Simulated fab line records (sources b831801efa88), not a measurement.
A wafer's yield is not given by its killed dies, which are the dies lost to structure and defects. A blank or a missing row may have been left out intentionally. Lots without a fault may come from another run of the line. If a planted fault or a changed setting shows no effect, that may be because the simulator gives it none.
Which of the tools did it? -- flow sfqLine -- 45 wafers from 15 lots sampled at 2 of the route's 325 steps

## WHAT THE GAUGES SHOWED, per wafer
SFQ_M1_OVL_MEAS_911.
lot,measured,on,M1_OVL (nm)
L776,day 24 00:53,overlay-01,11 7 14
L777,day 24 09:13,overlay-02,-4 1 0
L778,day 25 05:07,overlay-01,5 9 3
L779,day 25 13:31,overlay-01,-1 1 -2
L781,day 26 21:56,overlay-01,25 26 21
L785,day 29 01:38,overlay-02,12 11 5
L786,day 29 13:38,overlay-01,9 7 6
L787,day 30 01:38,overlay-01,3 1 3
L788,day 30 16:35,overlay-01,-5 -11 -3
L792,day 31 20:04,overlay-01,0 0 -3
L794,day 32 09:38,overlay-01,-5 -9 0
L796,day 33 13:28,overlay-02,-2 -4 -2
L797,day 33 15:52,overlay-02,-1 -2 -4
L798,day 34 05:03,overlay-02,-1 -4 6
L799,day 34 13:28,overlay-02,7 3 3

SFQ_I3_BOW_MEAS_922.
lot,measured,on,I3_BOW (um)
L776,day 43 17:31,filmMetro-01,2 7 2
L777,day 44 08:31,filmMetro-01,2 10 0
L778,day 44 23:50,filmMetro-01,-15 -3 2
L779,day 45 05:50,filmMetro-02,5 5 8
L781,day 46 11:34,filmMetro-02,-1 3 9
L785,day 49 05:04,filmMetro-02,6 3 5
L786,day 49 08:31,filmMetro-02,-6 7 15
L787,day 49 11:31,filmMetro-01,1 5 6
L788,day 49 20:03,filmMetro-01,6 15 7
L792,day 50 22:28,filmMetro-01,6 6 7
L794,day 51 10:29,filmMetro-02,6 -3 -12
L796,day 51 19:03,filmMetro-02,21 8 8
L797,day 51 22:02,filmMetro-02,7 17 19
L798,day 52 01:01,filmMetro-03,-5 5 8
L799,day 52 10:10,filmMetro-03,9 6 11

## WHAT TOOL EACH LOT RAN ON (gives the tool, then ch and the chambers of the sampled wafers, and finally the start)
The record holds no process step before these readings.

## AS READ BY THE TOOLS THEMSELVES (means over the sampled wafers that have a number; for cases with no such wafer, the mark the record gives instead)
The record holds no such reading with a usual standard deviation.

## THE ANSWER, worked out from the rows above alone
Rule: usual is defined by the lots themselves. Put in order of their means at a reading, lots are off if they are a third of the lots or fewer, leave a main group of 4 or more, and stand apart from it by a gap of 3 or more times the standard deviation of the main group's means; of several such gaps the widest counts. A main group whose means are all the same, to the digits that the tables above print for the reading, isn't used. Also off: a lot with no number at a reading for which 4 or more lots have one. All remaining lots with rows at the step are treated as sound. The gauges are gone through in route order, then the tools' own readings, and for those a lot's mean is taken as printed above. At the first step where some lot is off, the reading lying furthest off is the one used; lots without a number count as furthest.
None of the lots is off at any reading shown; this tells nothing.

## WHAT THE SIMULATOR HAD PUT IN
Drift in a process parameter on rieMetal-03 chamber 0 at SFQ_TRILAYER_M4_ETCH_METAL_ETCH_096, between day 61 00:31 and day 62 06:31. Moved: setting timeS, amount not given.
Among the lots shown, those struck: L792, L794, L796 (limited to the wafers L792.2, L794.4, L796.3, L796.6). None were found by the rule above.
